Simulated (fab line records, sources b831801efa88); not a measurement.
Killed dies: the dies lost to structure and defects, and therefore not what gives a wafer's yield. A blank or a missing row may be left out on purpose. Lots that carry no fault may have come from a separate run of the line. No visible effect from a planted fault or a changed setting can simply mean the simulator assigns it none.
Which of the tools did it? / flow sfq_line / 14 lots, 42 wafers sampled, at 1 step of a route of 325

WHAT EACH GAUGE READ, for each wafer
Not one reading of a measure or inspect step in the record can be checked against a usual standard deviation.

WHICH TOOL RAN EACH LOT (tool, then ch and the chambers of the sampled wafers, then the start)
lot=L544; SFQ_TRILAYER_I2_DEP_PECVD_063=pecvd-03 ch 0,1, day 23 15:18
lot=L546; SFQ_TRILAYER_I2_DEP_PECVD_063=pecvd-02 ch 0,1, day 29 22:49
lot=L547; SFQ_TRILAYER_I2_DEP_PECVD_063=pecvd-03 ch 0,2, day 30 08:25
lot=L548; SFQ_TRILAYER_I2_DEP_PECVD_063=pecvd-03 ch 0,1,2, day 30 15:39
lot=L549; SFQ_TRILAYER_I2_DEP_PECVD_063=pecvd-02 ch 0,1, day 30 19:13
lot=L550; SFQ_TRILAYER_I2_DEP_PECVD_063=pecvd-03 ch 1,2, day 30 22:49
lot=L555; SFQ_TRILAYER_I2_DEP_PECVD_063=pecvd-04 ch 1,2, day 31 17:52
lot=L556; SFQ_TRILAYER_I2_DEP_PECVD_063=pecvd-03 ch 1,2, day 31 19:04
lot=L557; SFQ_TRILAYER_I2_DEP_PECVD_063=pecvd-02 ch 0,1,2, day 31 20:16
lot=L558; SFQ_TRILAYER_I2_DEP_PECVD_063=pecvd-04 ch 0,2, day 32 01:20
lot=L561; SFQ_TRILAYER_I2_DEP_PECVD_063=pecvd-04 ch 0,1,2, day 32 04:56
lot=L563; SFQ_TRILAYER_I2_DEP_PECVD_063=pecvd-02 ch 0,1, day 32 07:20
lot=L564; SFQ_TRILAYER_I2_DEP_PECVD_063=pecvd-04 ch 0,1,2, day 32 09:44
lot=L566; SFQ_TRILAYER_I2_DEP_PECVD_063=pecvd-02 ch 0,1,2, day 32 12:08
- SFQ_TRILAYER_I2_DEP_PECVD_063: deposits SiO2 from SiH4/N2O, time 111.11 s, target thk 500 nm.

WHAT THE TOOLS THEMSELVES READ (means of the sampled wafers that have a number; where no wafer has one, the mark that the record gives instead)
SFQ_TRILAYER_I2_DEP_PECVD_063.
lot=L544; tool=pecvd-03; heater_power_w (W)=82; rf_fwd_power_W (W)=183.0; throttle_valve_pct (%)=28.3
lot=L546; tool=pecvd-02; heater_power_w (W)=79; rf_fwd_power_W (W)=182.3; throttle_valve_pct (%)=26.9
lot=L547; tool=pecvd-03; heater_power_w (W)=82; rf_fwd_power_W (W)=181.8; throttle_valve_pct (%)=22.9
lot=L548; tool=pecvd-03; heater_power_w (W)=84; rf_fwd_power_W (W)=182.7; throttle_valve_pct (%)=22.6
lot=L549; tool=pecvd-02; heater_power_w (W)=78; rf_fwd_power_W (W)=181.7; throttle_valve_pct (%)=27.1
lot=L550; tool=pecvd-03; heater_power_w (W)=97; rf_fwd_power_W (W)=153.1; throttle_valve_pct (%)=22.4
lot=L555; tool=pecvd-04; heater_power_w (W)=83; rf_fwd_power_W (W)=181.8; throttle_valve_pct (%)=24.6
lot=L556; tool=pecvd-03; heater_power_w (W)=86; rf_fwd_power_W (W)=153.4; throttle_valve_pct (%)=22.4
lot=L557; tool=pecvd-02; heater_power_w (W)=78; rf_fwd_power_W (W)=182.2; throttle_valve_pct (%)=26.3
lot=L558; tool=pecvd-04; heater_power_w (W)=86; rf_fwd_power_W (W)=182.5; throttle_valve_pct (%)=23.5
lot=L561; tool=pecvd-04; heater_power_w (W)=82; rf_fwd_power_W (W)=183.0; throttle_valve_pct (%)=24.0
lot=L563; tool=pecvd-02; heater_power_w (W)=88; rf_fwd_power_W (W)=181.9; throttle_valve_pct (%)=27.0
lot=L564; tool=pecvd-04; heater_power_w (W)=81; rf_fwd_power_W (W)=182.2; throttle_valve_pct (%)=24.1
lot=L566; tool=pecvd-02; heater_power_w (W)=79; rf_fwd_power_W (W)=181.7; throttle_valve_pct (%)=26.3

THE ANSWER, worked out from the rows above alone
Rule: what is usual is taken from the lots themselves. The widest of any qualifying gaps counts: lots, ordered by their means at a reading, are off when they make up no more than a third of the lots, leave a main group of 4 or more, and stand apart from it by 3 or more times the standard deviation of that group's means. A main group is skipped when, at the precision printed for the reading in the tables above, its means are all equal. Also off: a lot with no number at a reading for which 4 or more lots have one. Any other lot the step has rows for is counted as sound. Order of review: gauges by route order, followed by the tools' own readings, for which a lot's mean as printed above is used. At the first step where some lot is off, the reading lying furthest off is the one used; lots without a number count as furthest.
Off: L550, L556 (SFQ_TRILAYER_I2_DEP_PECVD_063, rf_fwd_power_W). The main group has a mean of 182.2 W with a standard deviation of 0.46.
If a tool, at that step or one of the process steps before it, ran each lot that is off and ran no sound lot following the first of them, it fits. One fits: SFQ_TRILAYER_I2_DEP_PECVD_063 on pecvd-03. A fault onset in the window from L548 (day 30 15:39, its last sound lot) to L550 (day 30 22:49, its first lot off) fits.
On the lots that are off, the tool's own readings at SFQ_TRILAYER_I2_DEP_PECVD_063 differ by more than 5 times the standard deviation of the sound lots' means, which bears it out; rf_fwd_power_W reads 153.2 W there versus 182.2 W on the sound lots.

WHAT WAS PUT IN BY THE SIMULATOR
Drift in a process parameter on pecvd-03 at SFQ_TRILAYER_I2_DEP_PECVD_063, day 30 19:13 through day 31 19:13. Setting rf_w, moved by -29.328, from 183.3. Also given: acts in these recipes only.
Lots struck among those shown: L550, L556. The rule given above showed the same thing.
